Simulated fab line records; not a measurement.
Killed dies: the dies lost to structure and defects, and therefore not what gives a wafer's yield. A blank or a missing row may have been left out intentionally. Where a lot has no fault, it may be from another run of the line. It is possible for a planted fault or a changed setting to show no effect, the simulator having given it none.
A struck lot beside a sound one	flow sky130	15 steps out of a route of 708
Sound: these wafers, L906.1, L906.2, L906.6. Struck: wafer L909.1 (L909.2, L909.5, from the same lot, were not struck and are left out); the cause is given at the end.
At each step with rows: each side's tool, then ch and its chambers, then its first start. Under that, the readings that differ: sound wafers	struck wafers	difference of the means	sigmas: that difference in standard deviations of wafers without a fault.
alike: readings whose means differ by less than 2 such deviations, and words and numbers that are the same on both sides. not compared: withheld readings, readings that some wafer has no value for, bounds like >300 that may hide the same value, and numbers for which the record gives no deviation and whose values overlap.
The two part at a step that has a row with sigmas, a row that says differs or no value, or rows on one side only. Numbers that don't overlap but have no deviation are shown without sigmas and don't part them. A reading missing from all wafers of one side parts the sides only when that side holds two or more wafers.

first, 7 steps without rows for these wafers: SKY_METAL2_HMDS_08 (prime time 60 s); SKY_METAL2_COAT_09 (resist thk 60 nm); SKY_METAL2_COAT_10 (resist thk 450 nm); SKY_METAL2_SOFTBAKE_11 (time 90 s); SKY_METAL2_EXPOSE_12 (exposes mask MM2, target cd 140 nm); SKY_METAL2_PEB_13; SKY_METAL2_DEVELOP_14 (develop time 60 s).
SKY_METAL2_CD_MEAS_15: target cd 140 nm.
  sound on cdSem-01, day 37 00:04; struck on cdSem-01, day 38 08:33
  alike: cdNm
SKY_METAL2_OVL_MEAS_16:
  sound on overlay-02, day 37 00:11; struck on overlay-01, day 38 08:40
  alike: METAL2_OVL
SKY_METAL2_DESCUM_17: chemistry O2, time 8 s.
  sound on rieMetal-01 ch 1, day 37 00:13; struck on rieMetal-01 ch 1, day 38 08:43
  alike: drypumpMotorCurrentA, oesProductAu
  not compared: rfHoursCounterH
SKY_METAL2_ETCH_18: etches BARC in N2/H2, stops on SiO2, time 45.9 s, target depth 60 nm.
  sound on rieMetal-01 ch 1, day 37 00:17; struck on rieMetal-01 ch 1, day 38 08:45
reading	sound	struck	difference	sigmas
biasW (W)	100.4 100.5 100.3	99.4	-1.0	-3
  alike: drypumpMotorCurrentA, oesProductAu, throttleValvePct
  not compared: rfHoursCounterH
SKY_METAL2_METAL_ETCH_19: etches the open film in Cl2/BCl3, stops on SiO2, target depth 360 nm, time 78 s.
  sound on rieMetal-01 ch 1, day 37 00:25; struck on rieMetal-01 ch 1, day 38 08:50
reading	sound	struck	difference	sigmas
oesProductAu (a.u.)	0.857 0.843 0.845	0.864	+0.016	+2
  alike: biasW, drypumpMotorCurrentA, throttleValvePct
  not compared: rfHoursCounterH
SKY_METAL2_STRIP_20: strips in O2/N2.
  sound on plasmaAsher-02 ch 0,1, day 37 00:35; struck on plasmaAsher-02 ch 0, day 38 08:57
reading	sound	struck	difference	sigmas
overashFraction	0.5 0.5 0.5	0.7	+0.2	
  alike: drypumpMotorCurrentA, o2FlowSccm, oesProductAu, stripTimeToEndpointS
  not compared: rfHoursCounterH
then, 1 step without rows for these wafers: SKY_METAL2_STRIP_21 (strips in post etch residue remover, time 1200 s).
-- the record jumps here: 10 days lie between the struck wafers' starts before and after (it left off in module METAL2 and takes up again in module PAD_OPEN, whose first step shown is number 708 of the route) --
SKY_PAD_OPEN_PROBE_99:
  record: rows for the struck wafers here (prober-02, day 48 08:31), none for the sound ones

WHERE THEY PART
At SKY_METAL2_ETCH_18 first; at SKY_PAD_OPEN_PROBE_99 last (within this record only).

WHY: the cause the simulator had injected
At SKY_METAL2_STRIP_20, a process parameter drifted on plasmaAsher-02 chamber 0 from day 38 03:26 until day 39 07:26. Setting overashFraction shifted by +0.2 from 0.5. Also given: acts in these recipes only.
